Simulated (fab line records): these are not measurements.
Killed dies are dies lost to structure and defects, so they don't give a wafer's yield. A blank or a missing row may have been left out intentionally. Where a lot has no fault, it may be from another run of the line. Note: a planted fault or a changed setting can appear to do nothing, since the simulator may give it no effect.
Chamber matching || flow gf180mcu || 4 sister chambers for GF_POLY_GATE_ETCH_13 on rie_si-01
The step etches poly-Si in HBr/Cl2, stops on SiO2, target depth 198.5 nm, time 69.6 s. 14 wafers are shown with their chamber, then 7 later ones without.

WAFERS, EACH WITH ITS CHAMBER
{"wafer": "L535.4", "chamber": 1, "throttle_valve_pct (%)": 33.673, "run_length_s (s)": 97.8, "oes_product_au (a.u.)": 0.917}
{"wafer": "L535.5", "chamber": 1, "throttle_valve_pct (%)": 33.680, "run_length_s (s)": 98.0, "oes_product_au (a.u.)": 0.929}
{"wafer": "L535.6", "chamber": 2, "throttle_valve_pct (%)": 33.692, "run_length_s (s)": 98.2, "oes_product_au (a.u.)": 0.927}
{"wafer": "L549.4", "chamber": 3, "throttle_valve_pct (%)": 33.687, "run_length_s (s)": 98.0, "oes_product_au (a.u.)": 0.920}
{"wafer": "L549.5", "chamber": 0, "throttle_valve_pct (%)": 33.680, "run_length_s (s)": 98.2, "oes_product_au (a.u.)": 0.928}
{"wafer": "L549.6", "chamber": 1, "throttle_valve_pct (%)": 33.671, "run_length_s (s)": 97.5, "oes_product_au (a.u.)": 0.918}
{"wafer": "L552.1", "chamber": 3, "throttle_valve_pct (%)": 33.689, "run_length_s (s)": 97.7, "oes_product_au (a.u.)": 0.935}
{"wafer": "L552.5", "chamber": 1, "throttle_valve_pct (%)": 33.674, "run_length_s (s)": 97.5, "oes_product_au (a.u.)": 0.928}
{"wafer": "L552.6", "chamber": 0, "throttle_valve_pct (%)": 33.674, "run_length_s (s)": 97.7, "oes_product_au (a.u.)": 0.940}
{"wafer": "L553.1", "chamber": 1, "throttle_valve_pct (%)": 33.686, "run_length_s (s)": 97.9, "oes_product_au (a.u.)": 0.915}
{"wafer": "L553.3", "chamber": 3, "throttle_valve_pct (%)": 33.684, "run_length_s (s)": 98.1, "oes_product_au (a.u.)": 0.908}
{"wafer": "L553.4", "chamber": 0, "throttle_valve_pct (%)": 33.684, "run_length_s (s)": 98.0, "oes_product_au (a.u.)": 0.914}
{"wafer": "L554.2", "chamber": 2, "throttle_valve_pct (%)": 33.696, "run_length_s (s)": 98.9, "oes_product_au (a.u.)": 0.922}
{"wafer": "L554.3", "chamber": 0, "throttle_valve_pct (%)": 33.676, "run_length_s (s)": 97.7, "oes_product_au (a.u.)": 0.931}

SIGNATURES, as means of the wafers listed above
{"reading": "throttle_valve_pct", "chamber 0": 33.67850, "chamber 1": 33.67680, "chamber 2": 33.69400, "chamber 3": 33.68667, "scatter within a chamber": 0.0048}
{"reading": "run_length_s", "chamber 0": 97.900, "chamber 1": 97.740, "chamber 2": 98.550, "chamber 3": 97.933, "scatter within a chamber": 0.269}
{"reading": "oes_product_au", "chamber 0": 0.92825, "chamber 1": 0.92140, "chamber 2": 0.92450, "chamber 3": 0.92100, "scatter within a chamber": 0.00949}
Rule: a wafer lies at a distance from a chamber equal to the root of the sum of squares, over the readings, of (its reading less the chamber's mean, divided by the reading's scatter). If the next closest chamber is less than 2 further off than the closest, the wafer can't be placed; otherwise it belongs to the closest. The scatter is the square root of a quotient: the sum, over the shown wafers, of each reading's squared deviation from its chamber's mean, divided by wafers minus chambers.

WAFERS WITH NO CHAMBER GIVEN
{"wafer": "L554.6", "throttle_valve_pct (%)": 33.687, "run_length_s (s)": 98.0, "oes_product_au (a.u.)": 0.925}
{"wafer": "L555.1", "throttle_valve_pct (%)": 33.678, "run_length_s (s)": 98.3, "oes_product_au (a.u.)": 0.922}
{"wafer": "L555.2", "throttle_valve_pct (%)": 33.684, "run_length_s (s)": 97.9, "oes_product_au (a.u.)": 0.925}
{"wafer": "L555.3", "throttle_valve_pct (%)": 33.674, "run_length_s (s)": 97.8, "oes_product_au (a.u.)": 0.924}
{"wafer": "L556.2", "throttle_valve_pct (%)": 33.668, "run_length_s (s)": 98.2, "oes_product_au (a.u.)": 0.898}
{"wafer": "L556.3", "throttle_valve_pct (%)": 33.693, "run_length_s (s)": 97.6, "oes_product_au (a.u.)": 0.913}
{"wafer": "L556.4", "throttle_valve_pct (%)": 33.682, "run_length_s (s)": 98.2, "oes_product_au (a.u.)": 0.915}

EACH ONE'S CHAMBER
{"wafer": "L554.6", "from the rows above": "can't be placed: 3 or 0 or 1", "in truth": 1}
{"wafer": "L555.1", "from the rows above": "can't be placed: 0 or 1 or 3 or 2", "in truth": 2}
{"wafer": "L555.2", "from the rows above": "can't be placed: 3 or 0 or 1", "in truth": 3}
{"wafer": "L555.3", "from the rows above": "can't be placed: 1 or 0", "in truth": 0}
{"wafer": "L556.2", "from the rows above": "can't be placed: 1 or 0 or 3", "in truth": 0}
{"wafer": "L556.3", "from the rows above": "can't be placed: 3 or 1 or 0 or 2", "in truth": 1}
{"wafer": "L556.4", "from the rows above": "can't be placed: 3 or 0 or 1 or 2", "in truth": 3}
Correctly placed: 0 of 7. Not placeable from these rows: 7 (in 7, the candidates include the true chamber). 0 placed wrongly.
